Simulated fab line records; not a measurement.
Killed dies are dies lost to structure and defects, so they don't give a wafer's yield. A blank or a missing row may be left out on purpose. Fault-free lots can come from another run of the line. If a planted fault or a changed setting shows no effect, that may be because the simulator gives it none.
Which of the tools did it? + flow gf180mcu + 7 lots, 20 wafers sampled, at 2 steps of a route of 602

WHAT EACH GAUGE READ, for each wafer
GF_HV_LDD_CD_MEAS_46 targets a cd of 400 nm.
| lot  | measured     | on       | cdNm (nm)         |
|------|--------------|----------|-------------------|
| L324 | day 12 14:17 | cdSem-02 | 398.5 397.5 396.9 |
| L327 | day 13 16:43 | cdSem-01 | 397.2 397.4 396.8 |
| L329 | day 14 12:16 | cdSem-02 | 403.1 399.6 403.3 |
| L331 | day 15 03:30 | cdSem-01 | 399.7 402.0 403.8 |
| L337 | day 17 02:40 | cdSem-02 | 401.2 501.4 500.8 |
| L340 | day 18 03:02 | cdSem-02 | 499.0 397.3       |
| L346 | day 20 00:55 | cdSem-01 | 396.9 396.9 396.3 |

WHAT TOOL EACH LOT RAN ON (gives the tool, then ch and the chambers of the sampled wafers, and finally the start)
| lot  | GF_HV_LDD_COAT_41                |
|------|----------------------------------|
| L324 | lithoTrack-01 ch 0, day 12 04:05 |
| L327 | lithoTrack-01 ch 0, day 13 06:23 |
| L329 | lithoTrack-04 ch 0, day 14 01:16 |
| L331 | lithoTrack-02 ch 0, day 14 16:48 |
| L337 | lithoTrack-01 ch 0, day 16 15:34 |
| L340 | lithoTrack-01 ch 0, day 17 15:26 |
| L346 | lithoTrack-02 ch 0, day 19 12:32 |
- GF_HV_LDD_COAT_41: resist thk 1000 nm.

THE ANSWER, worked out from the rows above alone
Rule: usual is defined by the lots themselves. The widest of any qualifying gaps counts: lots, ordered by their means at a reading, are off when they make up no more than a third of the lots, leave a main group of 4 or more, and stand apart from it by 3 or more times the standard deviation of that group's means. Not used: any main group whose means are identical at the precision the tables above print for the reading. Also off: a lot with no number at a reading for which 4 or more lots have one. The other lots that the step has rows for count as sound.
Off: L337, L340, at GF_HV_LDD_CD_MEAS_46 (cdNm). The main group has a mean of 399.1 nm with a standard deviation of 2.4.
If a tool, at a process step before that reading, ran all the lots that are off and no sound lot after the first of them, it fits. The gauges at GF_HV_LDD_CD_MEAS_46 are tried like those tools. Can't be told from this: 2 tools fit, lithoTrack-01 at GF_HV_LDD_COAT_41, cdSem-02 at GF_HV_LDD_CD_MEAS_46.

WHAT THE SIMULATOR HAD PUT IN
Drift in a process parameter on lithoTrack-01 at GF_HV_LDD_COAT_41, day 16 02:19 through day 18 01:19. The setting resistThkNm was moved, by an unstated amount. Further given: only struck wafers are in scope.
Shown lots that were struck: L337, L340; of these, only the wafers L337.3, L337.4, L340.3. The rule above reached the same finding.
